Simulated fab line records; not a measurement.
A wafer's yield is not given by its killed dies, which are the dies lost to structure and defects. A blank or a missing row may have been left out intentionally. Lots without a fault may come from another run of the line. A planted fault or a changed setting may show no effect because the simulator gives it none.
Problem report in the 8D (eight disciplines) form, filled by code | flow sky130 | the parts of the form that need people (team, actions taken, sign-off) are left out

== 1. THE ISSUE ==
Mean of heater-power-total-W at SKY_LDD_HVP_SOFTBAKE_03: 57.39 W across 6 wafers in 2 lots; on wafers with no fault it is 56.60 W (standard deviation 0.049). That puts it +16 standard deviations away from the usual mean.
The step: time 60 s.
Seen first at day 25 03:55 on litho-track-03, wafer L423.1. The record has a number at this step for 39 wafers belonging to 13 lots. By rule, "out" or "out of limits" means more than 4 standard deviations away from the usual mean. The rest of the wafers with a number are treated as sound.

== 2. WHAT IT IS AND WHAT IT IS NOT ==
question                    | is                                 | is not
which readings at this step | heater-power-total-W, plate-temp-C | -
which lots                  | L423, L424                         | L414, L415, L416, L417, L419, L429, L430, L431, L432, L433, L435
which wafers of those lots  | all that have a number             | -
read on which tools         | litho-track-03                     | litho-track-02, litho-track-04
when                        | from day 25 03:55                  | up to then (15 sound wafers); but 18 sound wafers of L429, L430, L431, L432, L433, L435 came after

== 3. SUSPECTS, AND WHAT RULES EACH OUT ==
Counting: any tool at a process step up to the reading is kept as a suspect provided that every lot that is out went through it and no sound lot did after the first of them.
- litho-track-03 at SKY_LDD_HVP_SOFTBAKE_03 (time 60 s): ruled out as a lasting fault. Sound lots L435 ran on it after its first lot that is out, L423 (day 25 03:55).
Left after counting: nothing in the record.

== 4. THE CAUSE (what the simulator had put in) ==
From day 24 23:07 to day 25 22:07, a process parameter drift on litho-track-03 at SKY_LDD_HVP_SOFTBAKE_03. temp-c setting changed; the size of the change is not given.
Counting ruled it out, wrongly.

== 5. THE EFFECT CHAIN, in route order ==
Each row: a reading whose mean over the struck wafers that have a number lies more than 3 standard deviations from the usual. Scope: only readings with a usual standard deviation given in the record; hours: median across lots of the time from each lot's start at the first step in this table that gives one to its start at this step; sigmas: change in usual standard deviations.
hours | step                    | reading              | usual   | on struck wafers | change | sigmas
0     | SKY_LDD_HVP_SOFTBAKE_03 | heater-power-total-W | 56.60 W | 57.39            | +0.79  | +16
0     | SKY_LDD_HVP_SOFTBAKE_03 | plate-temp-C         | 90.00 C | 90.80            | +0.80  | +6.2
Process steps it contains:
- SKY_LDD_HVP_SOFTBAKE_03: time 60 s.
Later measuring or inspecting steps at which every struck wafer that the step has a row for has a number for every such reading, and none has moved that far: SKY_POLY_CUT_OVL_MEAS_09.

== 6. WHAT WOULD HAVE CAUGHT IT SOONER ==
In this record no reading fell out of limits until day 25 03:55, 5 hours after the fault had begun at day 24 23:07.
